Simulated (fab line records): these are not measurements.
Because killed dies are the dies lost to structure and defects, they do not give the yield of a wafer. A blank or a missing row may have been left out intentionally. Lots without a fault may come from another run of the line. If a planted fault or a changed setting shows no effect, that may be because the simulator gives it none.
The tool behind it: which one? || flow sky130 || 33 wafers from 11 lots sampled at 2 of the route's 708 steps

## WHAT THE GAUGES SHOWED, per wafer
SKY_VIA2_BOW_MEAS_03.
{"lot": "L817", "measured": "day 35 07:10", "on": "film-metro-04", "VIA2_BOW (um)": "87 99 89"}
{"lot": "L819", "measured": "day 35 21:34", "on": "film-metro-02", "VIA2_BOW (um)": "84 93 86"}
{"lot": "L822", "measured": "day 36 14:53", "on": "film-metro-01", "VIA2_BOW (um)": "99 89 92"}
{"lot": "L823", "measured": "day 37 00:47", "on": "film-metro-02", "VIA2_BOW (um)": "90 86 80"}
{"lot": "L825", "measured": "day 37 13:00", "on": "film-metro-02", "VIA2_BOW (um)": "86 84 79"}
{"lot": "L826", "measured": "day 37 23:01", "on": "film-metro-01", "VIA2_BOW (um)": "90 92 80"}
{"lot": "L827", "measured": "day 38 08:14", "on": "film-metro-01", "VIA2_BOW (um)": "80 87 85"}
{"lot": "L828", "measured": "day 38 15:41", "on": "film-metro-01", "VIA2_BOW (um)": "95 73 79"}
{"lot": "L838", "measured": "day 41 14:31", "on": "film-metro-04", "VIA2_BOW (um)": "86 87 90"}
{"lot": "L839", "measured": "day 41 16:25", "on": "film-metro-04", "VIA2_BOW (um)": "94 74 90"}
{"lot": "L840", "measured": "day 41 21:23", "on": "film-metro-04", "VIA2_BOW (um)": "83 76 88"}

SKY_VIA2_CD_MEAS_12: target cd 200 nm.
{"lot": "L817", "measured": "day 36 09:38", "on": "cd-sem-01", "cd-nm (nm)": "200.4 200.2 200.3"}
{"lot": "L819", "measured": "day 37 00:05", "on": "cd-sem-01", "cd-nm (nm)": "199.8 200.5 199.0"}
{"lot": "L822", "measured": "day 37 17:29", "on": "cd-sem-02", "cd-nm (nm)": "198.0 199.6 199.7"}
{"lot": "L823", "measured": "day 38 03:16", "on": "cd-sem-02", "cd-nm (nm)": "198.2 199.0 197.7"}
{"lot": "L825", "measured": "day 38 15:13", "on": "cd-sem-02", "cd-nm (nm)": "200.1 199.9 199.1"}
{"lot": "L826", "measured": "day 39 01:02", "on": "cd-sem-01", "cd-nm (nm)": "200.7 201.8 203.3"}
{"lot": "L827", "measured": "day 39 09:50", "on": "cd-sem-01", "cd-nm (nm)": "199.0 199.3 198.8"}
{"lot": "L828", "measured": "day 39 16:53", "on": "cd-sem-02", "cd-nm (nm)": "198.4 200.1 199.2"}
{"lot": "L838", "measured": "day 42 14:17", "on": "cd-sem-01", "cd-nm (nm)": "201.2 201.6 201.7"}
{"lot": "L839", "measured": "day 42 15:46", "on": "cd-sem-01", "cd-nm (nm)": "201.8 201.4 201.5"}
{"lot": "L840", "measured": "day 42 20:04", "on": "cd-sem-02", "cd-nm (nm)": "201.7 202.7 200.9"}

## WHICH TOOL RAN EACH LOT (tool, then ch and the chambers of the sampled wafers, then the start)
The record shows no process step preceding these readings.

## WHAT THE TOOLS THEMSELVES READ (means of the sampled wafers that have a number; where no wafer has one, the mark that the record gives instead)
The record holds no such reading with a usual standard deviation.

## THE ANSWER, worked out from the rows above alone
Rule: the lots themselves supply what counts as usual. Put in order of their means at a reading, lots are off if they are a third of the lots or fewer, leave a main group of 4 or more, and stand apart from it by a gap of 3 or more times the standard deviation of the main group's means; of several such gaps the widest counts. A main group is skipped when, at the precision printed for the reading in the tables above, its means are all equal. Also off: a lot with no number at a reading for which 4 or more lots have one. The other lots that the step has rows for count as sound. First the gauges in route order, then the tools' own readings, where a lot's mean is used as printed above. At the first step where some lot is off, the reading lying furthest off is the one used; lots without a number count as furthest.
Across all readings shown, no lot is off: no conclusion can be drawn from this.

## WHAT THE SIMULATOR HAD PUT IN
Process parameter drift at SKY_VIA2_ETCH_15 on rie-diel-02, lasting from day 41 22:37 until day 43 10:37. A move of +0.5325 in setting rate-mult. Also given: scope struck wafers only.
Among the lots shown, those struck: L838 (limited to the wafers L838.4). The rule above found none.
